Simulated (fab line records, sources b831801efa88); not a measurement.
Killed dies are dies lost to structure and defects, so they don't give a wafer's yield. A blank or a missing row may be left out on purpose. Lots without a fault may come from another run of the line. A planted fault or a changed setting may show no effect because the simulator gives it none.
fab line records | flow sky130
record lots=4 wafers=12 last_day=50
route steps=708 shown METAL1@445 VIA1@458 METAL2@483 PAD_OPEN@708
lots that met no fault: from a run of the same line without faults
start_h: hours from the record's first day to the start of the lot's first wafer shown | wait_h: hours since the lot's step before | " the same as in the row above | L1.1+2: a row that stands for several wafers | - no value, or no start given | * or withheld: withheld | < > ~ a bound
route shown NAME@n: a module of which the file shows steps, and the number in the route of the first | usual: mean/standard deviation of fault-free wafers | same: alike in all rows | chamber/n: place in a boat | sites: the reading at each site | _std_site: their standard deviation | _edge_site: outer sites' mean less inner sites' | radius_mm: how far each site lies from the wafer's centre | mask NAME#n: copy n | behind: the tool/chamber that last shaped the wafer | hold: why the lot was held/for how many hours/how that ended | device: the transistor (n, p or np) that didn't switch | end of line: the same wafers' tests at the end of the route | a step without rows: its recipe alone | killed: dies lost to structure and defects at the first sort, not the wafer's yield | map: a wafer's dies, x killed, . not, _ none there
set.NAME: the setting as run; set.NAME@STEP: as run at that earlier step | model.NAME: the simulator's own value behind a step, which no gauge read
lots at some steps of the route; a table a step, a row a wafer
services: from which hour (start_h, from the record's first day; less than 0 if before it) a tool's chamber was out of use, for how many hours, and why
## steps
# step SKY_METAL1_SOFTBAKE_11
# recipe temp_c=100 time_s=90 resist=KrF-thick
# step SKY_METAL1_EXPOSE_12
# recipe mask_id=MM1 na=0.8 source_shape=annular sigma_inner=0.55 sigma_outer=0.85 target_cd_nm=140 dose_mj=28
# step SKY_METAL1_PEB_13
# recipe peb_temp_c=withheld peb_time_s=withheld resist=KrF-thick
# step SKY_METAL1_DEVELOP_14
# recipe develop_time_s=60 resist=KrF-thick dev_temp_c=21
# step SKY_METAL1_DESCUM_17
# recipe chemistry=O2 source_power_w=150 bias_power_w=0 pressure_mtorr=10 temp_c=40 time_s=8
# step SKY_METAL1_ETCH_18
# recipe chemistry=N2/H2 target=BARC ion_energy_ev=200 bias_w=100 pressure_mtorr=30 n2_flow_sccm=100 h2_flow_sccm=200 icp_w=500 stop_on=SiO2 time_s=45.9 target_depth_a=600
# step SKY_METAL1_METAL_ETCH_19
# recipe target_depth_a=3600 stop_on=SiO2 over_etch_frac=0.3 time_s=78 chemistry=Cl2/BCl3 resist_sidewall_deg=88 pressure_mtorr=10 icp_w=900 bias_w=48.5 Cl2_flow_sccm=60 bcl3_flow_sccm=30
# step SKY_METAL1_STRIP_20
# recipe chemistry=O2/N2 power_w=1400 pressure_mtorr=1500 platen_temp_c=withheld o2_flow_sccm=3000 n2_flow_sccm=300 overash_fraction=0.5
# step SKY_METAL1_STRIP_21
# recipe chemistry=post_etch_residue_remover time_s=1200 temp_c=72.5
# step SKY_METAL1_CLEAN_22
# recipe chemistry=IPA time_s=180 temp_c=25
# step SKY_METAL1_CLEAN_23
# recipe chemistry=O3/DIW dry=n2_spin
# columns lot.wafer tool chamber start_h wait_h
L909.1+2+3 wet_bench-02 2 786.27 0.0
L912.2+4+6 wet_bench-02 2 819.38 0.0
L922.1+2+4 wet_bench-02 2 900.03 0.0
L926.1+5+6 wet_bench-03 2 921.08 0.0
# step SKY_VIA1_HDPCVD_00
# recipe material=SiO2 target_thk_nm=1030 sigma_open_frac=0.3 time_s=171.7 temp_c=400 sih4_flow_sccm=60 pressure_mtorr=6
# step SKY_VIA1_CMP_02
# recipe material=SiO2 down_force_psi=4 platen_rpm=60 pad_velocity_m_s=0.94248
# step SKY_VIA1_DEHYDRATE_04
# recipe temp_c=200 time_s=60
# step SKY_VIA1_HMDS_05
# recipe prime_time_s=60 prime_temp_c=120
# step SKY_VIA1_COAT_06
# recipe resist=BARC temp_c=withheld time_s=withheld spin_rpm=3000 resist_thk_nm=60
# step SKY_VIA1_COAT_07
# recipe resist=KrF-thick spin_rpm=3000 resist_thk_nm=450
# step SKY_VIA1_SOFTBAKE_08
# recipe temp_c=100 time_s=90 resist=KrF-thick
# step SKY_VIA1_EXPOSE_09
# recipe mask_id=VIM na=0.8 source_shape=annular sigma_inner=0.55 sigma_outer=0.85 target_cd_nm=150 dose_mj=38
# step SKY_VIA1_PEB_10
# recipe peb_temp_c=withheld peb_time_s=withheld resist=KrF-thick
# step SKY_VIA1_DEVELOP_11
# recipe develop_time_s=60 resist=KrF-thick dev_temp_c=21
# step SKY_VIA1_ETCH_14
# recipe chemistry=N2/H2 target=BARC ion_energy_ev=200 source_w=500 bias_w=100 pressure_mtorr=30 n2_flow_sccm=100 h2_flow_sccm=200 stop_on=SiO2 time_s=45.9 target_depth_a=600
# step SKY_VIA1_ETCH_15
# recipe target=SiO2 chemistry=C4F8/O2/Ar target_depth_nm=351 stop_on=TiN mask_material=KrF-thick source_w=1500 bias_w=1200 pressure_mtorr=40 c4f8_flow_sccm=withheld O2_flow_sccm=6 Ar_flow_sccm=300 time_s=54
# step SKY_VIA1_STRIP_16
# recipe chemistry=O2/N2 power_w=1400 pressure_mtorr=1500 platen_temp_c=withheld o2_flow_sccm=3000 n2_flow_sccm=300 overash_fraction=0.5
# step SKY_VIA1_STRIP_17
# recipe chemistry=post_etch_residue_remover time_s=1200 temp_c=72.5
# step SKY_VIA1_CLEAN_18
# recipe chemistry=IPA time_s=180 temp_c=25
# step SKY_VIA1_CLEAN_19
# recipe chemistry=O3/DIW dry=n2_spin
# step SKY_VIA1_SPUTTER_20
# recipe material=TiN target_thk_nm=20 chamber_pressure_pa=5 power_w=4000 time_s=80
# step SKY_VIA1_CVD_21
# recipe material=W target_thk_nm=270 time_s=80.902 temp_c=400 pressure_torr=40
# step SKY_VIA1_CMP_24
# recipe stop_on=SiO2 t_overpolish_s=15 down_force_psi=3.5 platen_rpm=60 target_thk_nm=0 pad_velocity_m_s=0.94248
# step SKY_METAL2_SPUTTER_00
# recipe material=Ti target_thk_nm=15 power_w=3000 time_s=10 chamber_pressure_pa=0.4
# step SKY_METAL2_SPUTTER_01
# recipe material=TiN target_thk_nm=20 power_w=6500 time_s=16.7 chamber_pressure_pa=0.4
# step SKY_METAL2_SPUTTER_02
# recipe material=AlCu target_thk_nm=250 power_w=10600 time_s=13.3 chamber_pressure_pa=0.4
# step SKY_METAL2_SPUTTER_03
# recipe material=Ti target_thk_nm=5 power_w=3000 time_s=3.3 chamber_pressure_pa=0.4
# step SKY_PAD_OPEN_PROBE_99
# usual defect_limited_yield=82.2/1.8 killed_at_M0_to_M3=43/6.6 killed_at_M4_up=3.2/1.9 killed_at_contacts=25/5.3 killed_at_front_end=16/4.5 killed_at_other=0.3/0.63 killed_dies=87/8.9 killed_open=48/7.9 killed_short=39/5.3 sort_bin_3_pad_short=0.8/0.38 sort_bin_5_function=10.5/1.5 sort_bin_6_memory=6.4/1.2 sort_n_pass=405/8.9 sort_yield_pct=82.2/1.8
# same gross_dies=492 killed_at_back_side=0 sort_bin_4_leakage[%]=0 sort_bin_8_speed[%]=0
# columns lot.wafer tool chamber start_h wait_h defect_limited_yield[%] killed_at_M0_to_M3 killed_at_M4_up killed_at_contacts killed_at_front_end killed_at_other killed_dies killed_open killed_short sort_bin_3_pad_short[%] sort_bin_5_function[%] sort_bin_6_memory[%] sort_n_pass sort_yield_pct[%] model.etest.tester.sort_n_pass model.etest.tester.sort_yield_pct model.etest.tester.sort_bin_5_pct model.etest.tester.sort_bin_3_pct
L909.1 prober-01 - 1095.89 0.1 77.0 68 4 25 16 0 113 44 38 1.6 13.4 7.9 379 77.0 379 77.03 13.41 1.626
L909.2 prober-01 - 1095.94 0.1 77.8 64 3 27 15 0 109 41 37 2.0 12.4 7.7 383 77.8 383 77.85 12.4 2.033
L909.3 prober-01 - 1095.99 0.2 79.7 63 2 22 12 1 100 40 29 2.0 13.2 5.1 392 79.7 392 79.67 13.21 2.033
L912.2 prober-02 - 1118.12 0.1 79.3 63 0 21 14 4 102 45 28 2.2 12.0 6.5 390 79.3 390 79.27 11.99 2.236
L912.4 prober-02 - 1118.22 0.2 78.0 68 5 25 8 2 108 44 31 1.8 14.0 6.1 384 78.0 384 78.05 14.02 1.829
L912.6 prober-02 - 1118.32 0.2 77.0 80 6 21 6 0 113 55 27 2.0 14.2 6.7 379 77.0 379 77.03 14.23 2.033
L922.1 prober-02 - 1175.08 0.1 83.1 51 3 15 14 0 83 41 42 0.8 10.0 6.1 409 83.1 409 83.13 9.959 0.813
L922.2 prober-02 - 1175.13 0.1 83.1 40 1 29 13 0 83 44 39 0.6 10.0 6.3 409 83.1 409 83.13 9.959 0.6098
L922.4 prober-02 - 1175.23 0.2 77.6 52 4 34 20 0 110 67 43 0.6 15.9 5.9 382 77.6 382 77.64 15.85 0.6098
L926.1 prober-02 - 1189.36 0.1 82.9 45 3 27 9 0 84 56 28 0.6 10.6 5.9 408 82.9 408 82.93 10.57 0.6098
L926.5 prober-02 - 1189.56 0.2 78.9 49 1 30 23 1 104 62 42 0.6 10.6 10.0 388 78.9 388 78.86 10.57 0.6098
L926.6 prober-02 - 1189.61 0.2 81.9 46 1 17 24 1 89 54 35 0.8 9.8 7.5 403 81.9 403 81.91 9.756 0.813
# killed by level:class
L909.1 METAL1:unspecified=31 VIA1:geometric_particle:open=13 CONTACT:geometric_particle:open=8 METAL2:geometric_particle:short=7 LOCAL_INTERCONNECT:geometric_particle:short=6 CONTACT:geometric_particle:short=6 VIA2:geometric_particle:open=5 FIELD_ISO:geometric_particle:open=4
L909.2 METAL1:unspecified=31 VIA1:geometric_particle:open=10 CONTACT:geometric_particle:open=9 LI_CONTACT:geometric_particle:open=7 LOCAL_INTERCONNECT:geometric_particle:short=6 FIELD_ISO:geometric_particle:open=5 METAL1:geometric_particle:short=5 VIA2:geometric_particle:short=5
L909.3 METAL1:unspecified=30 VIA1:geometric_particle:open=10 CONTACT:geometric_particle:open=8 CONTACT:geometric_particle:short=5 LI_CONTACT:geometric_particle:open=5 POLY_GATE:geometric_particle:open=4 VIA2:geometric_particle:short=4 METAL2:geometric_particle:short=4
L912.2 METAL1:unspecified=29 CONTACT:geometric_particle:open=11 VIA2:geometric_particle:open=8 VIA1:geometric_particle:open=7 LI_CONTACT:geometric_particle:open=6 VIA1:geometric_particle:short=5 POLY_GATE:geometric_particle:open=4 POLY_GATE:geometric_particle:short=4
L912.4 METAL1:unspecified=33 CONTACT:geometric_particle:open=12 VIA1:geometric_particle:open=7 LOCAL_INTERCONNECT:geometric_particle:short=5 LI_CONTACT:geometric_particle:open=4 METAL2:geometric_particle:open=4 VIA2:geometric_particle:open=4 METAL3:geometric_particle:short=4
L912.6 METAL1:unspecified=31 VIA2:geometric_particle:open=13 VIA1:geometric_particle:open=11 CONTACT:geometric_particle:open=8 LI_CONTACT:geometric_particle:open=6 METAL2:geometric_particle:short=5 VIA3:geometric_particle:open=5 METAL1:geometric_particle:short=4
L922.1 VIA3:geometric_particle:open=9 METAL1:geometric_particle:short=8 CONTACT:geometric_particle:open=7 METAL2:geometric_particle:short=7 FIELD_ISO:geometric_particle:short=6 VIA1:geometric_particle:open=6 VIA1:geometric_particle:short=5 VIA2:geometric_particle:open=4
L922.2 CONTACT:geometric_particle:open=13 METAL1:geometric_particle:short=7 VIA1:geometric_particle:open=7 VIA2:geometric_particle:open=6 FIELD_ISO:geometric_particle:open=5 CONTACT:geometric_particle:short=5 METAL2:geometric_particle:short=5 LI_CONTACT:geometric_particle:open=4
L922.4 CONTACT:geometric_particle:open=11 VIA1:geometric_particle:open=11 VIA2:geometric_particle:open=10 VIA3:geometric_particle:open=10 LI_CONTACT:geometric_particle:open=9 CONTACT:geometric_particle:short=7 FIELD_ISO:geometric_particle:short=6 VIA1:geometric_particle:short=5
L926.1 VIA1:geometric_particle:open=13 CONTACT:geometric_particle:open=10 VIA3:geometric_particle:open=8 LI_CONTACT:geometric_particle:open=7 VIA2:geometric_particle:open=6 FIELD_ISO:geometric_particle:open=5 CONTACT:geometric_particle:short=4 METAL1:geometric_particle:short=4
L926.5 LI_CONTACT:geometric_particle:open=12 VIA1:geometric_particle:open=12 VIA2:geometric_particle:open=9 POLY_GATE:geometric_particle:short=8 CONTACT:geometric_particle:open=7 POLY_GATE:geometric_particle:open=5 METAL1:geometric_particle:short=5 VIA1:geometric_particle:short=5
L926.6 VIA1:geometric_particle:open=14 FIELD_ISO:geometric_particle:open=10 VIA1:geometric_particle:short=7 METAL1:geometric_particle:short=7 POLY_GATE:geometric_particle:open=5 LI_CONTACT:geometric_particle:open=5 VIA3:geometric_particle:open=5 LOCAL_INTERCONNECT:geometric_particle:short=4
# map L909.1 (x killed, . not)
__________..x......x_________
________.....x........_______
______....x............._____
_____........xx.x......xx____
____xx..............x.x...___
___xxxx.....x.x..x.....xx..__
__xxxxx.x..x....x....x..x..x_
_xxxxxx..xx.x...........x....
_xxxxxx...........x..x.......
_xxxxxx.............x....x...
_xx.x.xx..............x.x...x
_.xx.x.x...x..x.........xx..x
_....xx....xx........x...x...
_....x....x....x...x.....x...
_..............x..x..........
__.....x.xx....x............_
___x.x..xxx....x....x.....x__
____x.....................___
_____x.....x.........x.x.____
______........x......xx._____
________.........xxx.._______
__________....x....._________
# map L912.6 (x killed, . not)
__________.........._________
________.......x......_______
______...x......x..x...._____
_____..x.........x...x.x.____
____xxx...x..x.....x......___
___xxx..........x..........__
__xxxxxx..x.x...x..........._
_xxxxxxx..x..x.......xx.....x
_xxxxxxx........x...x....xx..
_xxxx.x.xx...........x....xx.
_xx.x.x.x.......x........xx..
_..xx...x..x............x....
_.....xxx..................xx
_..x..x....x..x.x.x.x.xx.x...
_....x...........x.....x.x...
__...........x...x.........._
___........x..x....xx......__
____....x.........x.xx.x..___
_____x..............x....____
______x..x.x..x.....x..._____
________.x.x.x........_______
__________.........._________
## services
# columns tool chamber start_h hours kind
wet_bench-03 - 837.34 4.0 repair
## key
first_sign step=SKY_PAD_OPEN_PROBE_99 reading=killed_at_M0_to_M3 direction=up sigmas=3.8 usual=43 struck=68
effect step=SKY_PAD_OPEN_PROBE_99 reading=sort_bin_3_pad_short direction=up sigmas=3 usual=0.8 struck=2.0
model_effect step=SKY_PAD_OPEN_PROBE_99 value=etest.tester.sort_n_pass without=411.3 struck=384.5
met_at SKY_METAL1_CLEAN_23
struck_wafers L909.1,L909.2,L909.3,L912.2,L912.4,L912.6
fault kind=chamber_particle_source tool=wet_bench-02 chamber=- onset_h=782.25 steps=SKY_METAL1_CLEAN_23 rate_per_visit_cm2=0.71209 end_h=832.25
